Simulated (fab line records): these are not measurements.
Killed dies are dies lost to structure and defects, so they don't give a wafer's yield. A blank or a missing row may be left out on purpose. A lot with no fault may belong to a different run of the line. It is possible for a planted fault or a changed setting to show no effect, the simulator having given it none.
What tool caused it? | flow sky130 | Sampling: 12 lots, 36 wafers, 2 of 708 route steps

WHAT THE GAUGES READ, wafer by wafer
SKY_VIA1_CD_MEAS_12: the cd target is 150 nm.
lot  | measured     | on        | cd nm (nm)
L697 | day 35 15:04 | cd sem-01 | 150.8 150.7 152.3
L696 | day 35 18:04 | cd sem-01 | 151.8 152.7 152.2
L701 | day 37 04:34 | cd sem-01 | 151.1 149.4 150.7
L702 | day 37 05:15 | cd sem-01 | 149.7 149.3 152.1
L703 | day 37 09:44 | cd sem-02 | 147.9 149.4 147.7
L704 | day 37 12:10 | cd sem-01 | 152.3 152.7 153.0
L705 | day 37 20:58 | cd sem-01 | 150.0 153.6 151.0
L708 | day 38 23:10 | cd sem-01 | 147.5 147.3 146.7
L710 | day 39 15:50 | cd sem-01 | 147.4 147.7 147.6
L709 | day 39 20:34 | cd sem-01 | 148.9 148.7 148.7
L714 | day 40 09:46 | cd sem-01 | 149.7 150.3 150.9
L715 | day 40 19:58 | cd sem-01 | 149.7 150.1 150.8

SKY_VIA1_OVL_MEAS_13.
lot  | measured     | on         | VIA1_OVL (nm)
L697 | day 35 15:11 | overlay-02 | 1 -1 -3
L696 | day 35 18:11 | overlay-01 | 3 3 2
L701 | day 37 04:41 | overlay-01 | 9 12 8
L702 | day 37 05:22 | overlay-02 | -1 -3 2
L703 | day 37 09:51 | overlay-02 | -3 3 2
L704 | day 37 12:17 | overlay-02 | 7 9 3
L705 | day 37 21:05 | overlay-02 | 1 1 3
L708 | day 38 23:17 | overlay-02 | 2 3 -3
L710 | day 39 15:56 | overlay-02 | -2 0 1
L709 | day 39 20:39 | overlay-01 | 2 -5 -5
L714 | day 40 09:53 | overlay-01 | -2 3 -5
L715 | day 40 20:05 | overlay-02 | -5 -9 -2

WHICH TOOL RAN EACH LOT (tool, then ch and the chambers of the sampled wafers, then the start)
The record shows no process step preceding these readings.

AS READ BY THE TOOLS THEMSELVES (means over the sampled wafers that have a number; for cases with no such wafer, the mark the record gives instead)
The record holds no such reading with a usual standard deviation.

THE ANSWER, worked out from the rows above alone
Rule: usual is defined by the lots themselves. Put in order of their means at a reading, lots are off if they are a third of the lots or fewer, leave a main group of 4 or more, and stand apart from it by a gap of 3 or more times the standard deviation of the main group's means; of several such gaps the widest counts. Not used: any main group whose means are identical at the precision the tables above print for the reading. A lot without any number at a reading at which 4 lots or more have one is off too. The other lots that the step has rows for count as sound. Order of review: gauges by route order, followed by the tools' own readings, for which a lot's mean as printed above is used. At the first step where some lot is off, the reading lying furthest off is the one used; lots without a number count as furthest.
No lot is off at any reading shown: from this, nothing can be told.

WHAT THE SIMULATOR HAD PUT IN
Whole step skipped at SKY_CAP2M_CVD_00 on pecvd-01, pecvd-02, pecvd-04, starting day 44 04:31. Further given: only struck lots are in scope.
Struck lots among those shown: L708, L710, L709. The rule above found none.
